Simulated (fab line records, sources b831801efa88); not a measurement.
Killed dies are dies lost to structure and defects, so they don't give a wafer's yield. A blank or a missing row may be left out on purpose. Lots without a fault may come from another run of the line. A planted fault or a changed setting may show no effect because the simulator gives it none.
A struck lot beside a sound one | flow sky130 | 35 steps out of a route of 708
Sound: wafers L607.1, L607.3, L607.4. Struck: wafer L595.4. (L595.3, L595.5 of the same lot were not struck and are left out.) The cause comes at the end.
At each step with rows: each side's tool, then ch and its chambers, then its first start. Under that, the readings that differ: sound wafers | struck wafers | difference of the means | sigmas: that difference in standard deviations of wafers without a fault.
alike: readings whose means differ by less than 2 such deviations, and words and numbers that are the same on both sides. not compared: withheld readings, readings that some wafer has no value for, bounds like >300 that may hide the same value, and numbers for which the record gives no deviation and whose values overlap.
The two part at a step that has a row with sigmas, a row that says differs or no value, or rows on one side only. Numbers that don't overlap but have no deviation are shown without sigmas and don't part them. A reading that every wafer of one side lacks parts them only if that side has two wafers or more.

first, 9 steps without rows for these wafers: SKY_VIA2_SPUTTER_20 (material TiN, target thk 20 nm, time 80 s); SKY_VIA2_CVD_21 (deposits W, target thk 420 nm, time 126.4 s); SKY_VIA2_CMP_24 (polishes, stops on SiO2, t overpolish 20 s, target thk 0 nm); SKY_METAL3_SPUTTER_00 (material Ti, target thk 15 nm, time 10 s); SKY_METAL3_SPUTTER_01 (material TiN, target thk 20 nm, time 16.7 s); SKY_METAL3_SPUTTER_02 (material AlCu, target thk 735 nm, time 39.1 s); SKY_METAL3_SPUTTER_03 (material Ti, target thk 5 nm, time 3.3 s); SKY_METAL3_SPUTTER_04 (material TiN, target thk 70 nm, time 58.3 s); SKY_CAPM_CVD_00 (deposits SiO2, target thk 15.5 nm).
SKY_CAPM_SPUTTER_02: material TiN, target thk 200 nm, time 166.7 s.
  sound on pvd_sputter-02, day 43 02:15; struck on pvd_sputter-01, day 39 02:18
  alike: chamber_pressure_pa, throttle_valve_pct
then, 24 steps without rows for these wafers: SKY_CAPM_DEHYDRATE_05 (time 60 s); SKY_CAPM_HMDS_06 (prime time 60 s); SKY_CAPM_COAT_07 (resist thk 1140 nm); SKY_CAPM_SOFTBAKE_08 (time 60 s); SKY_CAPM_EXPOSE_09 (exposes mask CAPM, target cd 1000 nm); SKY_CAPM_PEB_10; SKY_CAPM_DEVELOP_11 (develop time 60 s); SKY_CAPM_METAL_ETCH_13 (etches TiN in Cl2/BCl3, stops on SiO2, target depth 220 nm, time 62.9 s); SKY_CAPM_STRIP_14 (strips in O2/N2); SKY_CAPM_STRIP_15 (strips in post etch residue remover, time 1200 s); SKY_CAPM_CLEAN_16 (cleans in IPA, time 180 s); SKY_CAPM_CLEAN_17 (cleans in O3/DIW); SKY_METAL3_DEHYDRATE_05 (time 60 s); SKY_METAL3_HMDS_06 (prime time 60 s); SKY_METAL3_COAT_07 (resist thk 60 nm); SKY_METAL3_COAT_08 (resist thk 1140 nm); SKY_METAL3_SOFTBAKE_09 (time 90 s); SKY_METAL3_EXPOSE_10 (exposes mask MM3, target cd 300 nm); SKY_METAL3_PEB_11; SKY_METAL3_DEVELOP_12 (develop time 60 s); SKY_METAL3_DESCUM_15 (chemistry O2, time 8 s); SKY_METAL3_ETCH_16 (etches BARC in N2/H2, stops on SiO2, time 88.2 s, target depth 60 nm); SKY_METAL3_ETCH_17 (etches SiO2 in C4F8/O2/Ar, stops on TiN, time 3.9 s, target depth 15 nm); SKY_METAL3_METAL_ETCH_18 (etches the open film in Cl2/BCl3, stops on SiO2, target depth 845 nm, time 183.1 s).
-- the record jumps here: 9 days lie between the struck wafers' starts before and after (it left off in module METAL3 and takes up again in module PAD_OPEN, whose first step shown is number 708 of the route) --
SKY_PAD_OPEN_PROBE_99:
  sound on prober-01, day 50 19:58; struck on prober-02, day 47 21:57
  reading                               | sound               | struck | difference | sigmas
  defect_limited_yield (%)              | 85.0 82.5 85.2      | 77.6   | -6.6       | -3
  killed_at_other                       | 0 0 0               | 39     | +39        | +66
  killed_dies                           | 74 86 73            | 110    | +32        | +3
  sort_bin_3_pad_short (%)              | 0.6 0.6 1.6         | 1.8    | +0.9       | +2
  sort_bin_5_function (%)               | 11.4 10.0 8.7       | 14.4   | +4.4       | +3
  sort_n_pass                           | 418 406 419         | 382    | -32        | -3
  sort_yield_pct (%)                    | 85.0 82.5 85.2      | 77.6   | -6.6       | -3
  model.etest.tester.sort_n_pass        | 418 406 419         | 382    | -32        |
  model.etest.tester.sort_yield_pct (%) | 84.96 82.52 85.16   | 77.64  | -6.57      |
  model.etest.tester.sort_bin_5_pct (%) | 11.38 9.959 8.74    | 14.43  | +4.40      |
  model.etest.tester.sort_bin_3_pct (%) | 0.6098 0.6098 1.626 | 1.829  | +0.880     |
  alike: killed_at_M0_to_M3, killed_at_M4_up, killed_at_contacts, killed_at_front_end, killed_open, killed_short, sort_bin_6_memory

WHERE THEY PART
Only at SKY_PAD_OPEN_PROBE_99, within this record.

WHY: what the simulator had put in
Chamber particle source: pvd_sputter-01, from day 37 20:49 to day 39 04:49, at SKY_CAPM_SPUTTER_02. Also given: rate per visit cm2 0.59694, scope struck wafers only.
